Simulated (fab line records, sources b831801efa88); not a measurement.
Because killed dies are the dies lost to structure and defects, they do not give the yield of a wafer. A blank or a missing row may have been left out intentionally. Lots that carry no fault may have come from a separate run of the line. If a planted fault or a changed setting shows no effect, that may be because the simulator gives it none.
The tool behind it: which one? | flow sky130 | 39 wafers from 13 lots sampled at 3 of the route's 708 steps

## WHAT THE GAUGES READ, wafer by wafer
SKY_VT_ADJUST_HVTR_CD_MEAS_07 targets a cd of 380 nm.
lot  | measured     | on       | cdNm (nm)
L832 | day 9 13:32  | cdSem-02 | 377.9 379.8 380.6
L833 | day 10 03:08 | cdSem-02 | 379.1 378.6 380.8
L835 | day 10 12:59 | cdSem-02 | 376.1 376.8 376.9
L836 | day 11 00:57 | cdSem-01 | 381.6 382.0 380.6
L837 | day 11 06:08 | cdSem-02 | 379.0 375.4 377.3
L838 | day 11 10:34 | cdSem-01 | 375.3 374.5 375.1
L839 | day 12 01:40 | cdSem-01 | 381.3 377.2 378.2
L841 | day 12 06:43 | cdSem-01 | 379.5 379.6 378.9
L842 | day 12 08:29 | cdSem-01 | 376.5 377.8 376.6
L843 | day 13 03:36 | cdSem-01 | 381.6 383.6 382.5
L845 | day 13 13:16 | cdSem-02 | 378.7 377.0 377.7
L846 | day 14 03:35 | cdSem-01 | 380.0 380.9 382.0
L849 | day 14 14:09 | cdSem-01 | 381.0 380.7 382.2

SKY_VIA1_OVL_MEAS_13.
lot  | measured     | on         | VIA1_OVL (nm)
L832 | day 34 00:45 | overlay-01 | 7 2 6
L833 | day 34 14:43 | overlay-01 | 3 12 2
L835 | day 35 03:36 | overlay-02 | -1 6 6
L836 | day 35 14:39 | overlay-01 | 2 7 14
L837 | day 35 22:02 | overlay-01 | 7 -2 -2
L838 | day 36 00:54 | overlay-01 | -2 -5 1
L839 | day 37 10:51 | overlay-01 | 3 -2 13
L841 | day 37 13:02 | overlay-02 | 11 10 5
L842 | day 37 12:10 | overlay-01 | 12 3 8
L843 | day 37 17:34 | overlay-01 | 0 5 4
L849 | day 39 07:57 | overlay-02 | 6 16 11

## WHICH TOOL RAN EACH LOT (tool, then ch and the chambers of the sampled wafers, then the start)
lot  | SKY_LDD_LDN_STRIP_12
L832 | plasmaAsher-04 ch 0,1, day 22 22:52
L833 | plasmaAsher-04 ch 0,1, day 23 17:34
L835 | plasmaAsher-01 ch 0,1, day 24 06:37
L836 | plasmaAsher-01 ch 1, day 24 18:46
L837 | plasmaAsher-02 ch 0, day 25 03:04
L838 | plasmaAsher-04 ch 0,1, day 25 03:43
L839 | plasmaAsher-02 ch 0,1, day 26 07:13
L841 | plasmaAsher-02 ch 0,1, day 26 07:49
L842 | plasmaAsher-04 ch 0,1, day 26 08:22
L843 | plasmaAsher-04 ch 0,1, day 27 01:13
L845 | plasmaAsher-02 ch 0,1, day 27 21:46
L846 | plasmaAsher-01 ch 0,1, day 28 08:25
L849 | plasmaAsher-02 ch 0,1, day 28 20:40
- SKY_LDD_LDN_STRIP_12: strips in O2/N2.

## WHAT THE TOOLS THEMSELVES READ (means of the sampled wafers that have a number; where no wafer has one, the mark that the record gives instead)
SKY_LDD_LDN_STRIP_12.
lot  | tool           | chamberPressureMTorr (mTorr) | drypumpMotorCurrentA (A) | oesProductAu (a.u.) | stripTimeToEndpointS (s)
L832 | plasmaAsher-04 | 1500.4                       | 5.3                      | 0.716               | 14.15
L833 | plasmaAsher-04 | 1499.6                       | 5.9                      | 0.712               | 14.14
L835 | plasmaAsher-01 | 1498.2                       | 5.9                      | 0.716               | 14.21
L836 | plasmaAsher-01 | 1499.5                       | 5.5                      | 0.717               | 14.20
L837 | plasmaAsher-02 | 1499.8                       | 6.2                      | 0.716               | 14.15
L838 | plasmaAsher-04 | 1498.9                       | 5.3                      | 0.715               | 14.16
L839 | plasmaAsher-02 | 1499.6                       | 5.5                      | 0.718               | 14.17
L841 | plasmaAsher-02 | 1498.9                       | 5.5                      | 0.716               | 14.15
L842 | plasmaAsher-04 | 1499.6                       | 5.9                      | 0.715               | 14.22
L843 | plasmaAsher-04 | 1500.6                       | 5.3                      | 0.711               | 14.17
L845 | plasmaAsher-02 | -                            | -                        | -                   | -
L846 | plasmaAsher-01 | -                            | -                        | -                   | -
L849 | plasmaAsher-02 | 1498.9                       | 5.5                      | 0.719               | 14.18

## THE ANSWER, worked out from the rows above alone
Rule: usual is defined by the lots themselves. Put in order of their means at a reading, lots are off if they are a third of the lots or fewer, leave a main group of 4 or more, and stand apart from it by a gap of 3 or more times the standard deviation of the main group's means; of several such gaps the widest counts. A main group whose means are all the same, to the digits that the tables above print for the reading, isn't used. Also off: a lot with no number at a reading for which 4 or more lots have one. The other lots that the step has rows for count as sound. Order of review: gauges by route order, followed by the tools' own readings, for which a lot's mean as printed above is used. At the first step where some lot is off, the reading lying furthest off is the one used; lots without a number count as furthest.
Off: L845, L846, at SKY_LDD_LDN_STRIP_12 (chamberPressureMTorr). Without a number there: L845, L846. Main group: mean 1499.5 mTorr, sd 0.67.
A tool fits if, at that step or a process step before it, it ran every lot that is off, and no sound lot after the first of them. Of those tried, none fits.

## WHAT HAD BEEN PUT IN BY THE SIMULATOR
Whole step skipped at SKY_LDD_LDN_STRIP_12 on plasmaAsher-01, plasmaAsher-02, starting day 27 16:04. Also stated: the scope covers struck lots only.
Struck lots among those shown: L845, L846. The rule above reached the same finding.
